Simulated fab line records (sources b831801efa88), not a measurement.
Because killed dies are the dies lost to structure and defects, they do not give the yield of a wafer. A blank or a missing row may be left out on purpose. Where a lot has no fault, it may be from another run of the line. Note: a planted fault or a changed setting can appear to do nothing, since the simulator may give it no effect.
Problem report in the 8D (eight disciplines) form, filled by code	flow sky130	the parts of the form that need people (team, actions taken, sign-off) are left out

== 1. WHAT WENT WRONG ==
At SKY_PAD_OPEN_PROBE_99, killed_at_M0_to_M3 averages 102 over 2 wafers from 2 lots, while fault-free wafers read 43, standard deviation 7.1. Relative to the usual mean, that is a shift of +8.4 standard deviations.
Seen first at day 48 04:35 on prober-02, wafer L990.6. The record has a number at this step for 12 wafers belonging to 4 lots. The rule behind "out" and "out of limits": a value lying over 4 standard deviations away from the usual mean. Any other wafer with a number is counted as sound.

== 2. WHAT IT IS, WHAT IT ISN'T ==
question	is	is not
which readings at this step	killed_at_M0_to_M3, defect_limited_yield, killed_dies, sort_bin_3_pad_short, sort_bin_5_function, sort_n_pass, sort_yield_pct	killed_at_M4_up, killed_at_contacts, killed_at_other, killed_open, killed_short, sort_bin_6_memory
which lots	L990, L992	L985, L996
which wafers of those lots	L990.6, L992.1	L990.1, L990.2, L992.2, L992.6
read on which tools	prober-02	prober-01
when	from day 48 04:35	up to then (5 sound wafers); but 5 sound wafers of L992, L996 came after

== 3. THE SUSPECTS, EACH WITH WHAT RULES IT OUT ==
Counting: if a tool at a process step up to the reading ran every lot that is out, it stays a suspect. Sound lots after the first of them don't rule it out here, since some wafers of a struck lot are sound.
- pvd_sputter-04 at SKY_VIA3_SPUTTER_20 (material TiN, target thk 20 nm, time 80 s): kept. It ran every lot that is out, first L990 (day 42 10:17).
- prober-02 at SKY_PAD_OPEN_PROBE_99: kept. It ran every lot that is out, first L990 (day 48 04:20). Out on those wafers are its own readings of defect_limited_yield, killed_at_M0_to_M3, killed_dies, sort_bin_3_pad_short, sort_bin_5_function, sort_n_pass, sort_yield_pct.
After counting, pvd_sputter-04 at SKY_VIA3_SPUTTER_20 and prober-02 at SKY_PAD_OPEN_PROBE_99 remain.

== 4. THE CAUSE (what the simulator had put in) ==
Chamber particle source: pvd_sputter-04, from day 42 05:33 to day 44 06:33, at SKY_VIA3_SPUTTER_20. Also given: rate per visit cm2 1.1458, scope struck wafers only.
Of the 2 suspects that counting leaves, this tool is one.

== 5. THE CHAIN OF EFFECTS, in route order ==
One row per reading whose mean, taken over the struck wafers that have a number, lies over 3 standard deviations from the usual. Only readings whose record carries a usual standard deviation are examined. hours: median over the lots of the time between each lot's start at the first step of this table that gives one and its start at this step. sigmas: the change, counted in usual standard deviations.
hours	step	reading	usual	on struck wafers	change	sigmas
0	SKY_PAD_OPEN_PROBE_99	defect_limited_yield	82.3 %	71.3	-11.0	-5.5
0	SKY_PAD_OPEN_PROBE_99	killed_at_M0_to_M3	43	102	+60	+8.4
0	SKY_PAD_OPEN_PROBE_99	killed_dies	87	141	+54	+5.5
0	SKY_PAD_OPEN_PROBE_99	sort_bin_3_pad_short	0.9 %	3.9	+3.0	+6.7
0	SKY_PAD_OPEN_PROBE_99	sort_bin_5_function	10.5 %	18.0	+7.5	+4.7
0	SKY_PAD_OPEN_PROBE_99	sort_n_pass	405	351	-54	-5.5
0	SKY_PAD_OPEN_PROBE_99	sort_yield_pct	82.3 %	71.3	-11.0	-5.5
The process steps in it:
- SKY_PAD_OPEN_PROBE_99

== 6. WHAT WOULD HAVE CAUGHT IT SOONER ==
The fault began at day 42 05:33; the first out-of-limits reading in this record came at day 48 04:35, 143 hours later.
Of the tool readings at SKY_VIA3_SPUTTER_20 for which the record gives a usual standard deviation, none was out on any struck wafer, so an alarm limit of 4 standard deviations on them would not have fired.
By day 48 04:35 the whole set of lots that are out, 2 in number, had already begun SKY_VIA3_SPUTTER_20 on pvd_sputter-04. Had the tool been put on hold then, not one of them would have been saved.
